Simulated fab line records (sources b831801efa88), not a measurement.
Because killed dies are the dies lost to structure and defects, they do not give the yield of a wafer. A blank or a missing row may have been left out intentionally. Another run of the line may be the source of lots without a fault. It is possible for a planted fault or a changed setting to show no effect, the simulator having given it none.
Lot-split experiment -- flow sfqLine -- route with 325 steps; 5 lots, 23 wafers read

THE SPLIT
At SFQ_TRILAYER_I0_DEP_PECVD_027 (deposits SiO2 from SiH4/N2O, time 111.11 s, target thk 500 nm), the setting timeS was moved away from the recipe's 111.11 s on 10 of the 23 wafers read, by -9.2% to +9.4%. The other wafers ran this setting at the recipe's value.

Reading taken at the split's own step.

THE READING
SiO2_of_TRILAYER_I0_DEP_PECVD_027.thkNm (the simulator's own value, which no gauge read), in nm, at SFQ_TRILAYER_I0_DEP_PECVD_027 (deposits SiO2 from SiH4/N2O, time 111.11 s, target thk 500 nm). There is no usual value for it anywhere in the file. The 13 wafers here that ran the recipe average 497.2 nm, standard deviation 5.7 nm.

wafer,"tool, chamber at the split","timeS as run, s",against the recipe,"SiO2_of_TRILAYER_I0_DEP_PECVD_027.thkNm, nm",against lot-mates on the recipe
L079.1,"pecvd-03, 1",111.11,recipe,486.5,-
L079.2,"pecvd-03, 0",111.11,recipe,491.3,-
L079.5,"pecvd-03, 2",111.11,recipe,504.4,-
L080.1,"pecvd-03, 0",111.11,recipe,498.2,-
L080.2,"pecvd-03, 2",111.11,recipe,493.8,-
L080.3,"pecvd-03, 1",111.11,recipe,500.2,-
L080.5,"pecvd-03, 2",121.6,+9.4%,552.8,+55.4
L080.6,"pecvd-03, 0",121.6,+9.4%,547.5,+50.1
L081.1,"pecvd-02, 2",100.9,-9.2%,450.2,-45.7
L081.2,"pecvd-02, 1",100.9,-9.2%,448.7,-47.2
L081.3,"pecvd-02, 0",111.11,recipe,489,-
L081.4,"pecvd-02, 1",100.9,-9.2%,446.6,-49.3
L081.5,"pecvd-02, 0",111.11,recipe,502.8,-
L083.2,"pecvd-01, 0",111.11,recipe,497.2,-
L083.3,"pecvd-01, 2",111.11,recipe,498.4,-
L083.4,"pecvd-01, 1",111.11,recipe,505.9,-
L083.5,"pecvd-01, 2",105,-5.5%,477.4,-23.1
L083.6,"pecvd-01, 0",105,-5.5%,475.1,-25.4
L084.1,"pecvd-03, 2",106.6,-4.1%,476.5,-21.2
L084.2,"pecvd-03, 0",111.11,recipe,501.1,-
L084.3,"pecvd-03, 1",111.11,recipe,494.3,-
L084.4,"pecvd-03, 1",106.6,-4.1%,485.6,-12.1
L084.6,"pecvd-03, 0",106.6,-4.1%,485.8,-11.9

FIT RESULTS
A straight line over all 23 wafers: SiO2_of_TRILAYER_I0_DEP_PECVD_027.thkNm changes by +5.18 nm for each +1% of timeS; r = +0.97; the points scatter about the line by 5.8 nm.
The same after taking each lot's own level away (the mean of its wafers on the recipe; 23 wafers): +5.17 nm for each +1%; r = +0.98; scatter 5.1 nm.
On that fit, the largest move of timeS shifts the reading by 49 nm.
The lots' own levels span 494.07 to 500.50 nm, that is 1.1 times the standard deviation above.
So the lot-to-lot level changes the slope little: the two slopes agree.
Check: for one of the wafers moved furthest among these (+9.4%), held out of the fit, the line's prediction against its lot-mates is +48.4 nm. It came out at +55.4 nm against them.

THE OTHER SPLITS THESE WAFERS WENT THROUGH
These wafers also went through other splits before the reading. Each is held against what the fit with the lots' levels taken away leaves over:
other split on the same wafers,wafers away from the commonest value,r with SiO2_of_TRILAYER_I0_DEP_PECVD_027.thkNm (lot level and that fit taken away)
SFQ_TRILAYER_L0_LITHO_COAT_010 resistThkNm,5,+0.12
SFQ_TRILAYER_L0_LITHO_PEB_008 pebTempC,5,-0.08
SFQ_TRILAYER_L0_VIA_LITHO_COAT_013 resistThkNm,11,-0.02
SFQ_TRILAYER_M0_LITHO_COAT_026 spinRpm,11,-0.33

THE WHOLE CHAIN: every reading that the file lists as answering this split, in the file's order
step,what it does,reading,change (the file's fit),r (the file's)
SFQ_TRILAYER_I0_DEP_PECVD_027,"deposits SiO2 from SiH4/N2O, time 111.11 s, target thk 500 nm","SiO2_of_TRILAYER_I0_DEP_PECVD_027.thkNm (the simulator's own value, which no gauge read)",+5.12 nm for each +1% of the setting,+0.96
SFQ_TRILAYER_I0_CMP_CMP_028,polishes SiO2,timeToEndpointS,withheld for each +1% of the setting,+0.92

FILE'S OWN FIT
SiO2_of_TRILAYER_I0_DEP_PECVD_027.thkNm changes by +5.12 nm for each +1% of timeS, r = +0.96.
